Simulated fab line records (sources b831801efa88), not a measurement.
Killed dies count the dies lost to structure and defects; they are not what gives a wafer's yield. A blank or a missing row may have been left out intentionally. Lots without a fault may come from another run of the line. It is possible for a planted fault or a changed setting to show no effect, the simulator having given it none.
fab line records ; flow sky130
record lots=6; wafers=18; last-day=51
route steps=708 shown CONTACT@414 PAD_OPEN@708
lots that met no fault: taken from a fault-free run of the same line
start-h: start of the lot's first displayed wafer, in hours after the record's first day ; wait-h: how many hours have passed since the lot's step before this one ; " as in the row above ; L1.1+2: a row that stands for several wafers ; - no value, or no start was given ; * or withheld: withheld ; < > ~ a bound
route shown NAME@n: NAME is a module with steps in the file, n the number in the route of the first one ; usual: mean/standard deviation taken from wafers without a fault ; same: alike in all rows ; chamber/n: place in a boat ; sites: readings site by site ; _std_site: their standard deviation ; _edge_site: the outer-site mean with the inner-site mean subtracted ; radius-mm: for every site, how far away it sits from the centre of the wafer ; mask NAME#n: copy n ; behind: the tool/chamber that last shaped the wafer ; hold: the reason the lot was held/the length of the hold in hours/how it ended ; device: whichever transistor did not switch (one of n, p or np) ; end of line: the route-end tests of the same wafers ; a step given without rows: its recipe and nothing more ; killed: count of dies lost to structure and defects at first sort (not the wafer's yield) ; map: a wafer's dies, marking killed ones x, the rest . and places with no die _
set.NAME: setting as actually run; set.NAME@STEP: the setting as run at that earlier step ; model.NAME: the simulator's own value behind a step, which no gauge read
lots seen at some steps along the route; tables by step, rows by wafer
services: from which hour (start-h, from the record's first day; less than 0 if before it) a tool's chamber was out of use, for how many hours, and why
## steps
# step SKY_CONTACT_COAT_08
# recipe resist=BARC; temp-c=withheld; time-s=withheld; spin-rpm=3000; resist-thk-nm=60
# step SKY_CONTACT_COAT_09
# recipe resist=KrF-thick; spin-rpm=3000; resist-thk-nm=450
# step SKY_CONTACT_SOFTBAKE_10
# recipe temp-c=100; time-s=90; resist=KrF-thick
# step SKY_CONTACT_EXPOSE_11
# recipe mask-id=CTM1; na=0.8; source-shape=annular; sigma-inner=0.55; sigma-outer=0.85; target-cd-nm=170; dose-mj=38
# step SKY_CONTACT_PEB_12
# recipe peb-temp-c=withheld; peb-time-s=withheld; resist=KrF-thick
# step SKY_CONTACT_DEVELOP_13
# recipe develop-time-s=60; resist=KrF-thick; dev-temp-c=21
# step SKY_CONTACT_CD_MEAS_14
# recipe target-cd-nm=170
# usual cd-nm=169.7/1.6
lot.wafer;tool;chamber;start-h;wait-h;cd-nm
L628.3;cd-sem-02;-;752.48;-;167.8
L628.4;cd-sem-02;-;752.48;-;167.2
L628.5;cd-sem-02;-;752.48;-;169.1
L640.1;cd-sem-01;-;850.07;-;169.9
L640.2;cd-sem-01;-;850.07;-;170.0
L640.3;cd-sem-01;-;850.07;-;169.2
L641.1;cd-sem-01;-;856.89;-;169.8
L641.3;cd-sem-01;-;856.89;-;170.4
L641.4;cd-sem-01;-;856.89;-;168.5
L648.1;cd-sem-02;-;893.49;-;170.0
L648.4;cd-sem-02;-;893.49;-;171.9
L648.5;cd-sem-02;-;893.49;-;169.7
L649.1;cd-sem-02;-;899.29;-;169.6
L649.2;cd-sem-02;-;899.29;-;170.4
L649.6;cd-sem-02;-;899.29;-;168.7
L651.1;cd-sem-01;-;917.87;-;167.1
L651.2;cd-sem-01;-;917.87;-;168.1
L651.3;cd-sem-01;-;917.87;-;168.0
# step SKY_CONTACT_OVL_MEAS_15
# usual CONTACT_OVL=-2/5.4
lot.wafer;tool;chamber;start-h;wait-h;CONTACT_OVL[nm]
L628.3;overlay-02;-;752.57;0.1;-8
L628.4;overlay-02;-;752.57;0.1;3
L628.5;overlay-02;-;752.57;0.1;-4
L640.1;overlay-01;-;850.19;0.1;0
L640.2;overlay-01;-;850.19;0.1;5
L640.3;overlay-01;-;850.19;0.1;1
L641.1;overlay-02;-;857.01;0.1;3
L641.3;overlay-02;-;857.01;0.1;0
L641.4;overlay-02;-;857.01;0.1;0
L648.1;overlay-01;-;893.61;0.1;1
L648.4;overlay-01;-;893.61;0.1;-3
L648.5;overlay-01;-;893.61;0.1;4
L649.1;overlay-02;-;899.41;0.1;-2
L649.2;overlay-02;-;899.41;0.1;-3
L649.6;overlay-02;-;899.41;0.1;-7
L651.1;overlay-02;-;917.99;0.1;-2
L651.2;overlay-02;-;917.99;0.1;-9
L651.3;overlay-02;-;917.99;0.1;-7
# step SKY_CONTACT_ETCH_16
# recipe chemistry=N2/H2; target=BARC; ion-energy-ev=200; source-w=500; bias-w=100; pressure-mtorr=30; n2-flow-sccm=100; h2-flow-sccm=200; stop-on=SiO2; time-s=45.9; target-depth-a=600
# usual drypump-motor-current-A=6.0/0.37; oes-product-au=0.855/0.0045; throttle-valve-pct=13.223/0.0086
lot.wafer;tool;chamber;start-h;wait-h;drypump-motor-current-A;oes-product-au;rf-hours-counter-h;throttle-valve-pct
L628.3;rie-diel-01;0;752.59;0.0;5.9;0.857;10;13.221
L628.4;rie-diel-01;2;752.59;0.0;6.0;0.855;14;13.208
L628.5;rie-diel-01;0;752.59;0.0;5.9;0.861;-;13.225
L640.1;rie-diel-04;1;850.22;0.0;6.4;0.850;9;13.217
L640.2;rie-diel-04;2;850.22;0.0;5.5;0.856;13;13.217
L640.3;rie-diel-04;3;850.22;0.0;5.3;0.856;12;13.237
L641.1;rie-diel-04;3;857.04;0.0;5.3;0.857;12;13.229
L641.3;rie-diel-04;0;857.04;0.0;6.3;0.847;6;13.226
L641.4;rie-diel-04;2;857.04;0.0;5.5;0.856;13;13.230
L648.1;rie-diel-04;0;893.64;0.0;6.4;0.859;8;13.225
L648.4;rie-diel-04;2;893.64;0.0;5.5;0.857;14;13.212
L648.5;rie-diel-04;1;893.64;0.0;6.4;0.849;-;13.215
L649.1;rie-diel-04;3;899.44;0.0;5.3;0.858;14;13.222
L649.2;rie-diel-04;0;899.44;0.0;6.3;0.857;8;13.220
L649.6;rie-diel-04;2;899.44;0.0;5.5;0.853;-;13.210
L651.1;rie-diel-02;1;918.02;0.0;5.5;0.855;18;13.233
L651.2;rie-diel-02;0;918.02;0.0;6.0;0.852;21;13.213
L651.3;rie-diel-02;3;918.02;0.0;6.2;0.860;10;13.229
# step SKY_CONTACT_ETCH_17
# recipe target=SiO2; chemistry=C4F8/O2/Ar; stop-on=Si3N4; mask-material=KrF-thick; source-w=1500; bias-w=1200; pressure-mtorr=40; c4f8-flow-sccm=withheld; O2_flow_sccm=6; Ar_flow_sccm=300; time-s=withheld; target-depth-a=3400
# usual oes-product-au=0.892/0.0055
lot.wafer;tool;chamber;start-h;wait-h;oes-product-au
L628.3;rie-diel-01;0;752.64;0.0;0.897
L628.4;rie-diel-01;2;752.64;0.0;0.885
L628.5;rie-diel-01;0;752.64;0.0;0.883
L640.1;rie-diel-04;1;850.26;0.0;0.887
L640.2;rie-diel-04;2;850.26;0.0;0.885
L640.3;rie-diel-04;3;850.26;0.0;0.878
L641.1;rie-diel-04;3;857.09;0.0;0.894
L641.3;rie-diel-04;0;857.09;0.0;0.889
L641.4;rie-diel-04;2;857.09;0.0;0.892
L648.1;rie-diel-04;0;893.69;0.0;0.892
L648.4;rie-diel-04;2;893.69;0.0;0.893
L648.5;rie-diel-04;1;893.69;0.0;0.895
L649.1;rie-diel-04;3;899.49;0.0;0.889
L649.2;rie-diel-04;0;899.49;0.0;0.889
L649.6;rie-diel-04;2;899.49;0.0;0.903
L651.1;rie-diel-02;1;918.07;0.0;0.890
L651.2;rie-diel-02;0;918.07;0.0;0.904
L651.3;rie-diel-02;3;918.07;0.0;0.897
# step SKY_CONTACT_ETCH_18
# recipe target=Si3N4; chemistry=CHF3/O2; stop-on=TiN; source-w=600; bias-w=200; pressure-mtorr=40; chf3-flow-sccm=50; O2_flow_sccm=5; time-s=39; target-depth-a=750
# usual drypump-motor-current-A=5.9/0.37; oes-product-au=0.856/0.0075; throttle-valve-pct=8.794/0.0096
lot.wafer;tool;chamber;start-h;wait-h;drypump-motor-current-A;oes-product-au;rf-hours-counter-h;throttle-valve-pct
L628.3;rie-diel-01;0;-;-;5.9;0.848;10;8.778
L628.4;rie-diel-01;2;-;-;6.0;0.861;14;8.787
L628.5;rie-diel-01;0;-;-;5.9;0.851;-;8.795
L640.1;rie-diel-04;1;-;-;6.4;0.854;9;8.794
L640.2;rie-diel-04;2;-;-;5.5;0.860;13;8.793
L640.3;rie-diel-04;3;-;-;5.3;0.852;12;8.791
L641.1;rie-diel-04;3;-;-;5.3;0.851;12;8.785
L641.3;rie-diel-04;0;-;-;6.3;0.857;6;8.790
L641.4;rie-diel-04;2;-;-;5.5;0.860;13;8.782
L648.1;rie-diel-04;0;-;-;6.3;0.853;8;8.793
L648.4;rie-diel-04;2;-;-;5.5;0.864;14;8.802
L648.5;rie-diel-04;1;-;-;6.4;0.856;-;8.785
L649.1;rie-diel-04;3;-;-;5.3;0.851;14;8.788
L649.2;rie-diel-04;0;-;-;6.3;0.848;8;8.821
L649.6;rie-diel-04;2;-;-;5.5;0.855;-;8.790
L651.1;rie-diel-02;1;-;-;5.5;0.851;18;8.794
L651.2;rie-diel-02;0;-;-;6.0;0.858;21;8.790
L651.3;rie-diel-02;3;-;-;6.2;0.857;10;8.799
# step SKY_CONTACT_STRIP_19
# recipe chemistry=O2/N2; power-w=1400; pressure-mtorr=1500; platen-temp-c=withheld; o2-flow-sccm=3000; n2-flow-sccm=300; overash-fraction=0.5
# usual chamber-pressure-mTorr=1499.8/1.5; drypump-motor-current-A=5.36/0.24; oes-product-au=0.381/0.0053; strip-time-to-endpoint-s=3.615/0.027
lot.wafer;tool;chamber;start-h;wait-h;chamber-pressure-mTorr;drypump-motor-current-A;oes-product-au;rf-hours-counter-h;strip-time-to-endpoint-s
L628.3;plasma-asher-03;1;752.76;-;1499.3;5.30;0.391;-;3.626
L628.4;plasma-asher-03;0;752.76;-;1503.3;5.34;0.387;-;3.634
L628.5;plasma-asher-03;1;752.76;-;1499.3;5.28;0.381;-;3.604
L640.1;plasma-asher-01;0;850.35;-;1501.1;5.10;0.377;71;3.566
L640.2;plasma-asher-01;1;850.35;-;1499.4;5.30;0.374;71;3.559
L640.3;plasma-asher-01;1;850.35;-;1497.9;5.30;0.387;-;3.643
L641.1;plasma-asher-04;1;857.18;-;1498.8;5.87;0.384;42;3.652
L641.3;plasma-asher-04;0;857.18;-;1499.6;5.89;0.384;-;3.595
L641.4;plasma-asher-04;1;857.18;-;1498.3;5.84;0.379;-;3.589
L648.1;plasma-asher-04;0;893.78;-;1500.4;5.90;0.373;46;3.588
L648.4;plasma-asher-04;0;893.78;-;1499.2;5.91;0.372;-;3.562
L648.5;plasma-asher-04;1;893.78;-;1499.9;5.86;0.380;-;3.612
L649.1;plasma-asher-01;0;899.58;-;1502.0;5.12;0.380;77;3.639
L649.2;plasma-asher-01;1;899.58;-;1501.8;5.28;0.377;77;3.564
L649.6;plasma-asher-01;0;899.58;-;1497.5;5.13;0.376;-;3.589
L651.1;plasma-asher-03;1;918.16;-;1497.9;5.24;0.383;110;3.617
L651.2;plasma-asher-03;0;918.16;-;1499.9;5.32;0.377;110;3.609
L651.3;plasma-asher-03;1;918.16;-;1498.2;5.26;0.376;-;3.620
# step SKY_CONTACT_STRIP_20
# recipe chemistry=post-etch-residue-remover; time-s=1200; temp-c=72.5
# usual bath-guard-temp-C=72.9/0.64; bath-heat-duty-pct=14.5/1.3; temp-c=72.48/0.11
lot.wafer;tool;chamber;start-h;wait-h;bath-guard-temp-C;bath-heat-duty-pct;temp-c
L628.3;wet-bench-02;1;752.83;0.0;73.6;14.3;72.62
L628.4;wet-bench-02;1;752.83;0.0;73.6;14.1;72.66
L628.5;wet-bench-02;1;752.83;0.0;73.4;14.6;72.65
L640.1;wet-bench-02;3;850.45;0.1;72.9;12.3;72.55
L640.2;wet-bench-02;3;850.45;0.1;72.9;13.1;72.36
L640.3;wet-bench-02;3;850.45;0.1;73.0;12.7;72.52
L641.1;wet-bench-01;0;857.28;0.1;72.3;12.8;72.75
L641.3;wet-bench-01;0;857.28;0.1;72.5;14.3;72.49
L641.4;wet-bench-01;0;857.28;0.1;72.5;12.6;72.53
L648.1;wet-bench-03;0;893.88;0.1;-;-;-
L648.4;wet-bench-03;0;893.88;0.1;-;-;-
L648.5;wet-bench-03;0;893.88;0.1;-;-;-
L649.1;wet-bench-02;1;899.68;0.1;-;-;-
L649.2;wet-bench-02;1;899.68;0.1;-;-;-
L649.6;wet-bench-02;1;899.68;0.1;-;-;-
L651.1;wet-bench-01;3;918.26;0.1;72.4;15.0;72.51
L651.2;wet-bench-01;3;918.26;0.1;72.4;14.5;72.29
L651.3;wet-bench-01;3;918.26;0.1;73.0;14.5;72.47
# step SKY_CONTACT_CLEAN_21
# recipe chemistry=IPA; time-s=180; temp-c=25
# step SKY_PAD_OPEN_PROBE_99
# usual killed_at_M0_to_M3=42/6.7; killed_at_M4_up=3.0/1.9; killed-at-contacts=24/5.3; killed-at-front-end=16/4.3; killed-at-other=0.4/0.71; killed-dies=85/9.6; killed-open=46/6.5; killed-short=39/6.7
# same gross-dies=492; killed-at-back-side=0
lot.wafer;tool;chamber;start-h;wait-h;killed_at_M0_to_M3;killed_at_M4_up;killed-at-contacts;killed-at-front-end;killed-at-other;killed-dies;killed-open;killed-short;model.etest.mcon-chain.rc-ohm
L628.3;prober-02;-;1098.15;0.2;51;3;29;19;3;105;60;42;16.78
L628.4;prober-02;-;1098.20;0.2;46;2;28;20;0;96;55;41;17.51
L628.5;prober-02;-;1098.25;0.2;51;2;21;11;3;88;48;37;16.82
L640.1;prober-02;-;1170.45;0.1;47;2;21;10;2;82;44;37;16.49
L640.2;prober-02;-;1170.50;0.1;39;3;26;13;2;83;48;33;17.39
L640.3;prober-02;-;1170.55;0.2;46;3;12;20;3;84;47;34;16.93
L641.1;prober-02;-;1178.54;0.1;30;2;27;13;1;73;37;36;16.61
L641.3;prober-02;-;1178.64;0.2;35;3;27;15;1;81;46;35;16.77
L641.4;prober-02;-;1178.69;0.2;42;5;16;17;0;80;38;42;17.27
L648.1;prober-02;-;1198.00;0.1;57;1;30;27;0;115;51;63;20.7
L648.4;prober-02;-;1198.15;0.2;48;1;26;20;0;95;51;43;19.52
L648.5;prober-02;-;1198.20;0.2;45;2;24;18;0;89;48;41;20.04
L649.1;prober-01;-;1202.26;0.1;48;6;28;13;0;95;52;43;19.74
L649.2;prober-01;-;1202.31;0.1;41;3;24;15;0;83;46;37;19.26
L649.6;prober-01;-;1202.51;0.2;41;8;24;12;1;86;41;45;19.87
L651.1;prober-01;-;1217.01;0.1;43;2;23;19;0;87;43;44;17.98
L651.2;prober-01;-;1217.06;0.1;48;3;26;14;1;92;49;40;16.91
L651.3;prober-01;-;1217.11;0.2;38;3;15;19;1;76;42;34;17.58
# killed by level:class
L628.3 VIA1:geometric-particle:open=14 CONTACT:geometric-particle:open=11 VIA3:geometric-particle:open=9 VIA2:geometric-particle:open=7 FIELD_ISO:geometric-particle:short=6 LI_CONTACT:geometric-particle:open=6 CONTACT:geometric-particle:short=6 METAL2:geometric-particle:short=6
L628.4 VIA1:geometric-particle:open=17 CONTACT:geometric-particle:open=13 VIA1:geometric-particle:short=9 FIELD_ISO:geometric-particle:open=5 CONTACT:geometric-particle:short=5 FIELD_ISO:geometric-particle:short=4 POLY_GATE:geometric-particle:short=4 POLY_GATE:geometric-particle:open=4
L628.5 VIA1:geometric-particle:open=11 CONTACT:geometric-particle:open=9 METAL2:geometric-particle:short=8 VIA3:geometric-particle:open=7 VIA2:geometric-particle:open=6 FIELD_ISO:geometric-particle:open=5 METAL1:geometric-particle:short=5 VIA1:geometric-particle:short=5
L640.1 CONTACT:geometric-particle:open=14 VIA2:geometric-particle:open=10 VIA1:geometric-particle:open=8 METAL1:geometric-particle:short=8 METAL2:geometric-particle:short=5 VIA3:geometric-particle:short=5 CONTACT:geometric-particle:short=4 VIA2:geometric-particle:short=3
L640.2 CONTACT:geometric-particle:open=10 LI_CONTACT:geometric-particle:open=8 POLY_GATE:geometric-particle:open=7 VIA1:geometric-particle:open=7 VIA2:geometric-particle:short=6 METAL2:geometric-particle:short=5 LOCAL_INTERCONNECT:geometric-particle:short=4 VIA2:geometric-particle:open=4
L640.3 VIA2:geometric-particle:open=8 POLY_GATE:geometric-particle:open=7 METAL3:geometric-particle:short=6 VIA3:geometric-particle:open=6 VIA1:geometric-particle:open=5 FIELD_ISO:geometric-particle:short=4 POLY_GATE:geometric-particle:short=4 METAL2:geometric-particle:open=4
L641.1 CONTACT:geometric-particle:open=8 LI_CONTACT:geometric-particle:short=7 VIA1:geometric-particle:open=7 LI_CONTACT:geometric-particle:open=6 VIA1:geometric-particle:short=5 CONTACT:geometric-particle:short=4 VIA2:geometric-particle:open=4 FIELD_ISO:geometric-particle:short=3
L641.3 LI_CONTACT:geometric-particle:open=9 VIA1:geometric-particle:open=8 VIA3:geometric-particle:open=7 CONTACT:geometric-particle:open=6 FIELD_ISO:geometric-particle:open=5 LOCAL_INTERCONNECT:geometric-particle:short=5 CONTACT:geometric-particle:short=5 METAL1:geometric-particle:short=4
L641.4 CONTACT:geometric-particle:short=8 VIA2:geometric-particle:open=7 VIA3:geometric-particle:open=7 FIELD_ISO:geometric-particle:short=6 METAL1:geometric-particle:short=6 VIA1:geometric-particle:open=5 POLY_GATE:geometric-particle:short=3 LOCAL_INTERCONNECT:geometric-particle:short=3
L648.1 CONTACT:geometric-particle:open=10 VIA3:geometric-particle:short=9 VIA2:geometric-particle:open=8 METAL2:geometric-particle:short=8 FIELD_ISO:geometric-particle:open=7 POLY_GATE:geometric-particle:short=7 LI_CONTACT:geometric-particle:open=7 METAL1:geometric-particle:short=7
L648.4 VIA1:geometric-particle:open=17 METAL1:geometric-particle:short=7 POLY_GATE:geometric-particle:short=6 LI_CONTACT:geometric-particle:open=6 CONTACT:geometric-particle:open=6 VIA3:geometric-particle:open=6 LI_CONTACT:geometric-particle:short=5 LOCAL_INTERCONNECT:geometric-particle:short=5
L648.5 POLY_GATE:geometric-particle:open=10 CONTACT:geometric-particle:open=9 VIA1:geometric-particle:open=7 LI_CONTACT:geometric-particle:open=7 METAL3:geometric-particle:short=7 VIA3:geometric-particle:open=7 METAL2:geometric-particle:short=5 METAL1:geometric-particle:short=5
L649.1 CONTACT:geometric-particle:open=12 VIA2:geometric-particle:open=11 VIA1:geometric-particle:open=11 VIA1:geometric-particle:short=9 METAL1:geometric-particle:short=9 LI_CONTACT:geometric-particle:open=6 METAL4:geometric-particle:short=6 FIELD_ISO:geometric-particle:open=5
L649.2 CONTACT:geometric-particle:open=9 VIA2:geometric-particle:open=9 LI_CONTACT:geometric-particle:open=7 VIA3:geometric-particle:open=7 VIA1:geometric-particle:short=7 VIA1:geometric-particle:open=7 CONTACT:geometric-particle:short=5 METAL2:geometric-particle:short=5
L649.6 VIA1:geometric-particle:open=9 METAL2:geometric-particle:short=8 LI_CONTACT:geometric-particle:open=7 METAL4:geometric-particle:short=6 CONTACT:geometric-particle:open=6 LOCAL_INTERCONNECT:geometric-particle:short=5 VIA3:geometric-particle:open=5 VIA2:geometric-particle:short=4
L651.1 VIA1:geometric-particle:open=10 METAL1:geometric-particle:short=7 CONTACT:geometric-particle:short=7 FIELD_ISO:geometric-particle:short=6 FIELD_ISO:geometric-particle:open=6 LI_CONTACT:geometric-particle:open=5 CONTACT:geometric-particle:open=5 VIA3:geometric-particle:open=5
L651.2 CONTACT:geometric-particle:open=14 VIA1:geometric-particle:open=10 VIA1:geometric-particle:short=6 VIA3:geometric-particle:open=6 VIA2:geometric-particle:open=5 FIELD_ISO:geometric-particle:open=4 LOCAL_INTERCONNECT:geometric-particle:short=4 CONTACT:geometric-particle:short=4
L651.3 VIA1:geometric-particle:open=9 CONTACT:geometric-particle:open=6 CONTACT:geometric-particle:short=6 VIA3:geometric-particle:open=6 FIELD_ISO:geometric-particle:open=5 POLY_GATE:geometric-particle:open=5 METAL2:geometric-particle:short=5 VIA1:geometric-particle:short=4
## services
tool;chamber;start-h;hours;kind
rie-diel-01;-;729.33;0.5;repair
rie-diel-04;2;733.31;4.0;repair
rie-diel-02;3;740.15;5.8;repair
rie-diel-02;0;741.32;4.7;repair
wet-bench-03;-;754.07;3.5;repair
rie-diel-04;-;769.43;0.6;repair
rie-diel-01;-;795.44;0.2;repair
rie-diel-01;2;797.60;1.7;repair
wet-bench-02;-;804.47;1.6;repair
rie-diel-02;-;814.61;1.0;repair
rie-diel-02;-;823.32;44.5;repair
plasma-asher-04;-;824.86;14.6;pm
rie-diel-02;2;837.89;7.0;repair
plasma-asher-03;-;838.77;1.8;repair
rie-diel-04;2;862.39;2.2;repair
wet-bench-03;-;873.27;1.8;repair
rie-diel-01;2;874.73;5.6;repair
rie-diel-02;2;881.58;10.0;repair
plasma-asher-03;-;884.55;4.4;repair
rie-diel-02;0;889.46;26.4;repair
rie-diel-02;1;892.14;8.2;repair
wet-bench-03;-;908.27;1.6;repair
rie-diel-02;2;915.85;-;clean
rie-diel-02;2;915.85;14.5;scheduled-down
## key
first-sign step=SKY_CONTACT_STRIP_20; reading=tool-record; direction=missing
effect none on later readings
model-effect step=SKY_PAD_OPEN_PROBE_99; value=etest.mcon-chain.rc-ohm; without=16.63; struck=19.86
met-at SKY_CONTACT_STRIP_20
struck-wafers L648.1,L648.4,L648.5,L649.1,L649.2,L649.6
tester-left-out L648,L649
onset-between 850.45 893.88
fault kind=skipped-step-whole; tool=wet-bench-02,wet-bench-03; chamber=-; onset-h=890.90; steps=SKY_CONTACT_STRIP_20; scope=struck-lots-only
# tester-left-out: of these lots the tester's yield and bins aren't shown, on N5 and GAA mostly nor the transistor test; their killed dies are dies lost to structure and defects alone, not to doping, threshold or leakage, so they don't give the yield
